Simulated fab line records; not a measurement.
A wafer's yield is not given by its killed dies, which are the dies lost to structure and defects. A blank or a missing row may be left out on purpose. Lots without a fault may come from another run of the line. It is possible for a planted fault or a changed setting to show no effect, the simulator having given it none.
fab line records ; flow gf180mcu
record: lots: 6; wafers: 18; lastDay: 33
route steps=602 shown CONTACT@299 M1@315
lots untouched by any fault: they come from a run of this same line in which no faults occurred
startH: hours from the record's first day to the start of the lot's first wafer shown ; waitH: hours from the lot's prior step to this one ; " unchanged from the row above ; L1.1+2: one row covering several wafers at once ; - either no value or no given start ; * or withheld: withheld ; < > ~ a bound
route shown NAME@n: NAME is a module with steps in the file, n the number in the route of the first one ; usual: mean/standard deviation taken from wafers without a fault ; same: alike in all rows ; chamber/n: place in a boat ; sites: the reading at each site ; _std_site: the standard deviation of these ; _edge_site: mean of outer sites minus mean of inner sites ; radiusMm: for every site, how far away it sits from the centre of the wafer ; mask NAME#n: copy n ; behind: the most recent tool/chamber to have shaped the wafer ; hold: what put the lot on hold/how long, in hours/how the hold closed ; device: transistor that didn't switch, given as n, p or np ; end of line: tests of these same wafers at the route's end ; a step with no rows: only its recipe ; killed: the dies lost at the first sort to structure and to defects; this is not the yield of the wafer ; map: the dies of a wafer, with x for killed, . for not killed, _ for no die there
set.NAME: the setting that was run; set.NAME@STEP: the one run at that earlier step ; model.NAME: the simulator's own value behind a step, which no gauge read
lots at selected steps of the route; one table per step, one row per wafer
services: from which hour (startH, from the record's first day; less than 0 if before it) a tool's chamber was out of use, for how many hours, and why
== steps ==
step: GF_CONTACT_PEB_12
recipe: pebTempC: 135; pebTimeS: 90; resist: KrF
step: GF_CONTACT_DEVELOP_13
recipe: developTimeS: 60; resist: KrF; devTempC: 21
step: GF_CONTACT_CD_MEAS_14
recipe: targetCdNm: 220
usual: cdNm: 220.3/1.6
lot.wafer;tool;chamber;startH;waitH;cdNm
L325.1;cdSem-02;-;359.87;0.1;220.8
L325.4;cdSem-02;-;359.87;0.1;221.6
L325.5;cdSem-02;-;359.87;0.1;220.7
L332.3;cdSem-01;-;424.46;0.1;219.9
L332.4;cdSem-01;-;424.46;0.1;219.7
L332.5;cdSem-01;-;424.46;0.1;220.3
L333.1;cdSem-02;-;435.20;0.1;222.1
L333.3;cdSem-02;-;435.20;0.1;219.7
L333.5;cdSem-02;-;435.20;0.1;220.9
L335.1;cdSem-02;-;452.34;0.1;223.0
L335.3;cdSem-02;-;452.34;0.1;222.5
L335.5;cdSem-02;-;452.34;0.1;222.6
L342.4;cdSem-01;-;511.10;0.1;220.2
L342.5;cdSem-01;-;511.10;0.1;220.1
L342.6;cdSem-01;-;511.10;0.1;220.1
L343.2;cdSem-01;-;527.87;0.1;222.8
L343.4;cdSem-01;-;527.87;0.1;221.2
L343.6;cdSem-01;-;527.87;0.1;220.6
step: GF_CONTACT_OVL_MEAS_15
usual: CONTACT_OVL: 1/5.9
lot.wafer;tool;chamber;startH;waitH;CONTACT_OVL[nm]
L325.1;overlay-02;-;359.99;0.1;-5
L325.4;overlay-02;-;359.99;0.1;-10
L325.5;overlay-02;-;359.99;0.1;-8
L332.3;overlay-02;-;424.55;0.1;6
L332.4;overlay-02;-;424.55;0.1;5
L332.5;overlay-02;-;424.55;0.1;8
L333.1;overlay-02;-;435.32;0.1;5
L333.3;overlay-02;-;435.32;0.1;-2
L333.5;overlay-02;-;435.32;0.1;5
L335.1;overlay-01;-;452.46;0.1;-5
L335.3;overlay-01;-;452.46;0.1;-5
L335.5;overlay-01;-;452.46;0.1;-7
L342.4;overlay-02;-;511.18;0.1;5
L342.5;overlay-02;-;511.18;0.1;-1
L342.6;overlay-02;-;511.18;0.1;4
L343.2;overlay-02;-;527.97;0.1;6
L343.4;overlay-02;-;527.97;0.1;6
L343.6;overlay-02;-;527.97;0.1;11
step: GF_CONTACT_ETCH_16
recipe: chemistry: N2/H2; targetDepthA: withheld; overetchA: withheld; timeS: withheld; target: BARC; ionEnergyEv: 200; sourceW: 500; biasW: 100; pressureMtorr: 30; n2FlowSccm: 100; h2FlowSccm: 200
usual: drypumpMotorCurrentA: 5.7/0.45; oesProductAu: 0.856/0.0047; throttleValvePct: 13.224/0.01
lot.wafer;tool;chamber;startH;waitH;drypumpMotorCurrentA;oesProductAu;throttleValvePct
L325.1;rieDiel-04;2;360.02;0.0;5.8;0.859;13.210
L325.4;rieDiel-04;1;360.02;0.0;6.5;0.856;13.226
L325.5;rieDiel-04;0;360.02;0.0;6.7;0.846;13.212
L332.3;rieDiel-02;2;424.57;0.0;6.1;0.862;13.219
L332.4;rieDiel-02;2;424.57;0.0;6.1;0.863;13.230
L332.5;rieDiel-02;0;424.57;0.0;6.1;0.862;13.233
L333.1;rieDiel-04;1;435.36;0.0;6.5;0.862;13.218
L333.3;rieDiel-04;0;435.36;0.0;6.6;0.857;13.248
L333.5;rieDiel-04;1;435.36;0.0;6.5;0.857;13.227
L335.1;rieDiel-02;2;452.50;0.0;6.1;0.855;13.221
L335.3;rieDiel-02;3;452.50;0.0;5.4;0.851;13.226
L335.5;rieDiel-02;1;452.50;0.0;5.5;0.849;13.228
L342.4;rieDiel-02;2;511.20;0.0;6.1;0.858;13.223
L342.5;rieDiel-02;0;511.20;0.0;6.2;0.848;13.211
L342.6;rieDiel-02;3;511.20;0.0;5.4;0.853;13.216
L343.2;rieDiel-02;1;528.00;0.0;5.5;0.856;13.232
L343.4;rieDiel-02;3;528.00;0.0;5.4;0.854;13.212
L343.6;rieDiel-02;1;528.00;0.0;5.6;0.852;13.223
step: GF_CONTACT_ETCH_17
recipe: chemistry: C4F8/O2/Ar; maskMaterial: KrF; target: SiO2; stopOn: CoSi2; sourceW: 1500; biasW: 1200; pressureMtorr: 40; c4f8FlowSccm: withheld; O2_flow_sccm: 6; Ar_flow_sccm: 300; timeS: withheld; targetDepthA: 8600
usual: oesProductAu: 0.815/0.0044
lot.wafer;tool;chamber;startH;waitH;oesProductAu
L325.1;rieDiel-04;2;-;-;0.823
L325.4;rieDiel-04;1;-;-;0.821
L325.5;rieDiel-04;0;-;-;0.822
L332.3;rieDiel-02;2;-;-;0.814
L332.4;rieDiel-02;2;-;-;0.814
L332.5;rieDiel-02;0;-;-;0.813
L333.1;rieDiel-04;1;-;-;0.811
L333.3;rieDiel-04;0;-;-;0.811
L333.5;rieDiel-04;1;-;-;0.808
L335.1;rieDiel-02;2;-;-;0.824
L335.3;rieDiel-02;3;-;-;0.814
L335.5;rieDiel-02;1;-;-;0.820
L342.4;rieDiel-02;2;-;-;0.816
L342.5;rieDiel-02;0;-;-;0.818
L342.6;rieDiel-02;3;-;-;0.813
L343.2;rieDiel-02;1;-;-;0.815
L343.4;rieDiel-02;3;-;-;0.815
L343.6;rieDiel-02;1;-;-;0.809
step: GF_CONTACT_STRIP_18
recipe: chemistry: O2/N2; powerW: 1400; pressureMtorr: 1500; platenTempC: 250; o2FlowSccm: 3000; n2FlowSccm: 300; overashFraction: 0.5
usual: drypumpMotorCurrentA: 5.5/0.31; heaterPowerW: 342/43; oesProductAu: 0.580/0.0051
lot.wafer;tool;chamber;startH;waitH;drypumpMotorCurrentA;heaterPowerW;oesProductAu;rfHoursCounterH
L325.1;plasmaAsher-02;0;360.19;-;5.1;436;0.579;65
L325.4;plasmaAsher-02;1;360.19;-;5.3;317;0.585;-
L325.5;plasmaAsher-02;1;360.19;-;5.3;308;0.581;-
L332.3;plasmaAsher-03;1;424.77;-;6.0;336;0.583;-
L332.4;plasmaAsher-03;0;424.77;-;5.4;291;0.573;-
L332.5;plasmaAsher-03;1;424.77;-;6.1;332;0.577;-
L333.1;plasmaAsher-04;0;435.52;-;5.6;367;0.582;34
L333.3;plasmaAsher-04;0;435.52;-;5.7;374;0.569;-
L333.5;plasmaAsher-04;1;435.52;-;5.5;330;0.575;-
L335.1;plasmaAsher-04;0;452.66;-;5.7;378;0.581;35
L335.3;plasmaAsher-04;1;452.66;-;5.5;333;0.572;-
L335.5;plasmaAsher-04;0;452.66;-;5.6;378;0.576;-
L342.4;plasmaAsher-02;1;511.40;-;5.3;318;0.579;-
L342.5;plasmaAsher-02;1;511.40;-;5.3;313;0.585;-
L342.6;plasmaAsher-02;0;511.40;-;5.1;449;0.583;-
L343.2;plasmaAsher-03;1;528.17;-;6.0;338;0.579;82
L343.4;plasmaAsher-03;1;528.17;-;6.1;341;0.568;-
L343.6;plasmaAsher-03;0;528.17;-;5.4;298;0.575;-
step: GF_CONTACT_CLEAN_19
recipe: chemistry: SPM
step: GF_CONTACT_CLEAN_20
recipe: chemistry: DIW
step: GF_CONTACT_CLEAN_21
recipe: chemistry: dHF; timeS: 20; dilution: 100:1; dry: ipaMarangoni
step: GF_CONTACT_SPUTTER_22
recipe: material: Ti; targetThkNm: 15; chamberPressurePa: 5; powerW: 2500; substrateTempC: 200; timeS: 80.02
usual: throttleValvePct: 30.3/0.86
lot.wafer;tool;chamber;startH;waitH;throttleValvePct
L325.1;pvdSputter-01;-;360.49;0.0;30.5
L325.4;pvdSputter-01;-;360.49;0.0;30.0
L325.5;pvdSputter-01;-;360.49;0.0;31.1
L332.3;pvdSputter-04;-;425.03;0.0;29.3
L332.4;pvdSputter-04;-;425.03;0.0;31.2
L332.5;pvdSputter-04;-;425.03;0.0;28.5
L333.1;pvdSputter-04;-;435.83;0.0;29.6
L333.3;pvdSputter-04;-;435.83;0.0;31.0
L333.5;pvdSputter-04;-;435.83;0.0;30.8
L335.1;pvdSputter-04;-;452.98;0.0;29.6
L335.3;pvdSputter-04;-;452.98;0.0;31.1
L335.5;pvdSputter-04;-;452.98;0.0;29.6
L342.4;pvdSputter-02;-;511.75;0.0;29.7
L342.5;pvdSputter-02;-;511.75;0.0;32.6
L342.6;pvdSputter-02;-;511.75;0.0;29.8
L343.2;pvdSputter-01;-;528.56;0.0;29.7
L343.4;pvdSputter-01;-;528.56;0.0;30.6
L343.6;pvdSputter-01;-;528.56;0.0;30.7
step: GF_CONTACT_SPUTTER_23
recipe: material: TiN; targetThkNm: 10; chamberPressurePa: 5; powerW: 4000; timeS: 40
step: GF_CONTACT_CVD_24
recipe: material: W; targetThkNm: 300; timeS: 90.339; tempC: 400; pressureTorr: 40
usual: heaterPowerOuterW: 491/23; heaterPowerW: 807/58; susceptorTempC: 400.02/0.24
lot.wafer;tool;chamber;startH;waitH;heaterPowerOuterW;heaterPowerW;sinceWetCleanH;susceptorTempC;model.W_of_CONTACT_CVD_24.thkNm
L325.1;cvdW-01;0;360.59;0.0;515;802;971;399.85;299
L325.4;cvdW-01;1;360.59;0.0;523;794;-;399.64;293.7
L325.5;cvdW-01;1;360.59;0.0;501;816;-;399.72;291
L332.3;cvdW-01;0;425.17;0.1;676;1015;-;454.31;508.2
L332.4;cvdW-01;1;425.17;0.1;689;1052;-;454.43;503.8
L332.5;cvdW-01;1;425.17;0.1;662;1037;-;454.28;503.9
L333.1;cvdW-01;0;435.93;0.0;635;1032;32;454.07;508.4
L333.3;cvdW-01;0;435.93;0.0;649;1001;-;454.90;506.7
L333.5;cvdW-01;1;435.93;0.0;663;1062;-;454.15;505.2
L335.1;cvdW-02;0;453.08;0.0;496;843;549;400.09;293.6
L335.3;cvdW-02;1;453.08;0.0;507;882;-;400.41;298.5
L335.5;cvdW-02;0;453.08;0.0;498;828;-;400.26;294.8
L342.4;cvdW-01;1;511.88;0.1;493;765;-;400.39;293.9
L342.5;cvdW-01;1;511.88;0.1;481;787;-;399.95;291.5
L342.6;cvdW-01;0;511.88;0.1;461;729;-;399.88;299
L343.2;cvdW-02;1;528.66;0.0;536;923;625;400.21;297
L343.4;cvdW-02;0;528.66;0.0;489;827;-;399.26;300.8
L343.6;cvdW-02;1;528.66;0.0;534;880;-;400.15;299
step: GF_CONTACT_RS_MEAS_25
recipe: thkMeasGauge: four-point-probe; reads: W_of_CONTACT_CVD_24+TiN_of_CONTACT_SPUTTER_23+Ti_of_CONTACT_SPUTTER_22
usual: CONTACT_W_RS: 0.386/0.0045
lot.wafer;tool;chamber;startH;waitH;CONTACT_W_RS[ohm/sq]
L325.1;filmMetro-01;-;360.69;0.1;0.384
L325.4;filmMetro-01;-;360.69;0.1;0.391
L325.5;filmMetro-01;-;360.69;0.1;0.396
L332.3;filmMetro-02;-;425.27;0.1;0.225
L332.4;filmMetro-02;-;425.27;0.1;0.227
L332.5;filmMetro-02;-;425.27;0.1;0.227
L333.1;filmMetro-02;-;436.03;0.1;0.225
L333.3;filmMetro-02;-;436.03;0.1;0.225
L333.5;filmMetro-02;-;436.03;0.1;0.226
L335.1;filmMetro-04;-;453.18;0.1;0.391
L335.3;filmMetro-04;-;453.18;0.1;0.384
L335.5;filmMetro-04;-;453.18;0.1;0.390
L342.4;filmMetro-04;-;512.01;0.1;0.391
L342.5;filmMetro-04;-;512.01;0.1;0.394
L342.6;filmMetro-04;-;512.01;0.1;0.384
L343.2;filmMetro-02;-;528.78;0.1;0.386
L343.4;filmMetro-02;-;528.78;0.1;0.381
L343.6;filmMetro-02;-;528.78;0.1;0.384
step: GF_CONTACT_THK_MEAS_26
recipe: thkMeasGauge: xrf; reads: W_of_CONTACT_CVD_24
usual: CONTACT_W_THK: 294/3.8
lot.wafer;tool;chamber;startH;waitH;CONTACT_W_THK[nm]
L325.1;filmMetro-01;-;360.81;0.1;294
L325.4;filmMetro-01;-;360.81;0.1;289
L325.5;filmMetro-01;-;360.81;0.1;287
L332.3;filmMetro-02;-;425.37;0.1;506
L332.4;filmMetro-02;-;425.37;0.1;502
L332.5;filmMetro-02;-;425.37;0.1;502
L333.1;filmMetro-02;-;436.15;0.1;505
L333.3;filmMetro-02;-;436.15;0.1;508
L333.5;filmMetro-02;-;436.15;0.1;505
L335.1;filmMetro-04;-;453.30;0.1;292
L335.3;filmMetro-04;-;453.30;0.1;297
L335.5;filmMetro-04;-;453.30;0.1;295
L342.4;filmMetro-04;-;512.10;0.1;290
L342.5;filmMetro-04;-;512.10;0.1;287
L342.6;filmMetro-04;-;512.10;0.1;294
L343.2;filmMetro-02;-;528.89;0.1;293
L343.4;filmMetro-02;-;528.89;0.1;299
L343.6;filmMetro-02;-;528.89;0.1;295
step: GF_CONTACT_CMP_27
recipe: stopOn: SiO2; downForcePsi: 3.5; platenRpm: 60; tOverpolishS: 15; targetThkNm: 0; padVelocityMS: 0.94248
usual: motorCurrentA: 11.4/0.81; timeToEndpointS: 70/3.5
lot.wafer;tool;chamber;startH;waitH;motorCurrentA;timeToEndpointS
L325.4;cmp-02;1;360.92;0.1;11.0;71
L325.1;cmp-02;2;360.92;0.1;11.5;67
L325.5;cmp-02;1;360.92;0.1;10.6;68
L332.4;cmp-02;0;425.51;0.1;11.3;118
L332.3;cmp-02;1;425.51;0.1;11.6;117
L332.5;cmp-02;2;425.51;0.1;11.1;112
L333.3;cmp-01;0;436.26;0.1;12.8;114
L333.1;cmp-01;2;436.26;0.1;12.7;123
L333.5;cmp-01;3;436.26;0.1;10.3;123
L335.1;cmp-02;0;453.46;0.1;10.8;73
L335.3;cmp-02;1;453.46;0.1;10.6;69
L335.5;cmp-02;2;453.46;0.1;12.2;66
L342.4;cmp-02;0;512.18;0.1;12.3;74
L342.6;cmp-02;3;512.18;0.1;11.1;71
L342.5;cmp-02;0;512.18;0.1;11.7;72
L343.2;cmp-01;1;528.94;0.0;10.2;75
L343.4;cmp-01;3;528.94;0.0;10.0;74
L343.6;cmp-01;2;528.94;0.0;11.5;74
step: GF_M1_SPUTTER_00
recipe: material: Ti; targetThkNm: 37.5; arrivingIonEnergyEv: 80; substrateTempC: 200; chamberPressurePa: 2; powerW: 4000; timeS: 150
usual: throttleValvePct: 30.0/1.1
lot.wafer;tool;chamber;startH;waitH;throttleValvePct
L325.1;pvdSputter-02;-;361.17;0.1;32.7
L325.4;pvdSputter-02;-;361.17;0.1;29.8
L325.5;pvdSputter-02;-;361.17;0.1;32.4
L332.3;pvdSputter-04;-;425.71;0.1;30.8
L332.4;pvdSputter-04;-;425.71;0.1;28.8
L332.5;pvdSputter-04;-;425.71;0.1;29.5
L333.1;pvdSputter-03;-;436.51;0.1;31.1
L333.3;pvdSputter-03;-;436.51;0.1;29.0
L333.5;pvdSputter-03;-;436.51;0.1;28.9
L335.1;pvdSputter-03;-;453.66;0.1;29.2
L335.3;pvdSputter-03;-;453.66;0.1;30.6
L335.5;pvdSputter-03;-;453.66;0.1;30.7
L342.4;pvdSputter-04;-;512.43;0.2;29.3
L342.5;pvdSputter-04;-;512.43;0.2;28.7
L342.6;pvdSputter-04;-;512.43;0.2;29.1
L343.2;pvdSputter-02;-;529.24;0.2;29.8
L343.4;pvdSputter-02;-;529.24;0.2;30.7
L343.6;pvdSputter-02;-;529.24;0.2;29.8
== services ==
tool;chamber;startH;hours;kind
cmp-02;-;336.07;6.4;repair
cmp-02;-;336.97;6.7;repair
cvdW-01;-;340.67;1.1;repair
plasmaAsher-04;-;351.72;2.8;pm
pvdSputter-02;-;354.71;1.0;repair
pvdSputter-02;-;358.11;2.9;repair
pvdSputter-04;-;366.26;2.0;repair
cmp-01;-;380.27;3.6;pm
cmp-01;-;384.10;0.3;repair
cmp-01;-;389.12;0.8;repair
cvdW-01;-;390.00;14.0;pm
cmp-01;-;404.09;4.0;pm
plasmaAsher-03;-;414.54;0.6;repair
cvdW-02;0;429.25;1.2;repair
plasmaAsher-02;-;433.95;2.8;pm
pvdSputter-03;-;456.52;110.0;repair
cmp-01;-;465.69;1.8;repair
cmp-02;-;467.87;0.6;repair
rieDiel-02;3;469.20;25.0;repair
cmp-02;-;485.82;1.8;repair
cmp-02;-;497.39;5.5;pm
cmp-02;-;507.94;0.3;repair
rieDiel-02;0;517.97;3.3;repair
rieDiel-02;0;521.54;6.1;repair
== key ==
firstSign: step: GF_CONTACT_CVD_24; reading: susceptorTempC; direction: up; sigmas: 99+; usual: *; struck: *
effect: step: GF_CONTACT_CVD_24; reading: heaterPowerOuterW; direction: up; sigmas: 7.4; usual: 491; struck: 662
effect: step: GF_CONTACT_RS_MEAS_25; reading: CONTACT_W_RS; direction: down; sigmas: 35; usual: 0.386; struck: 0.226
effect: step: GF_CONTACT_THK_MEAS_26; reading: CONTACT_W_THK; direction: up; sigmas: 55; usual: 294; struck: 505
effect: step: GF_CONTACT_CMP_27; reading: timeToEndpointS; direction: up; sigmas: 14; usual: *; struck: *
modelEffect: step: GF_CONTACT_CVD_24; value: W_of_CONTACT_CVD_24.thkNm; without: 303.1; struck: 506
metAt GF_CONTACT_CVD_24
struckWafers L332.3,L332.4,L332.5,L333.1,L333.3,L333.5
testerLeftOut L332,L333
onsetBetween 360.59 425.17
fault: kind: processParameterDrift; tool: cvdW-01; chamber: -; onsetH: 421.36; steps: GF_CONTACT_CVD_24; channel: tempC; offset: *; shape: step; endH: 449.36; actsIn: *; stated: *
testerLeftOut: of these lots the tester's yield and bins aren't shown, on N5 and GAA mostly nor the transistor test; their killed dies are dies lost to structure and defects alone, not to doping, threshold or leakage, so they don't give the yield
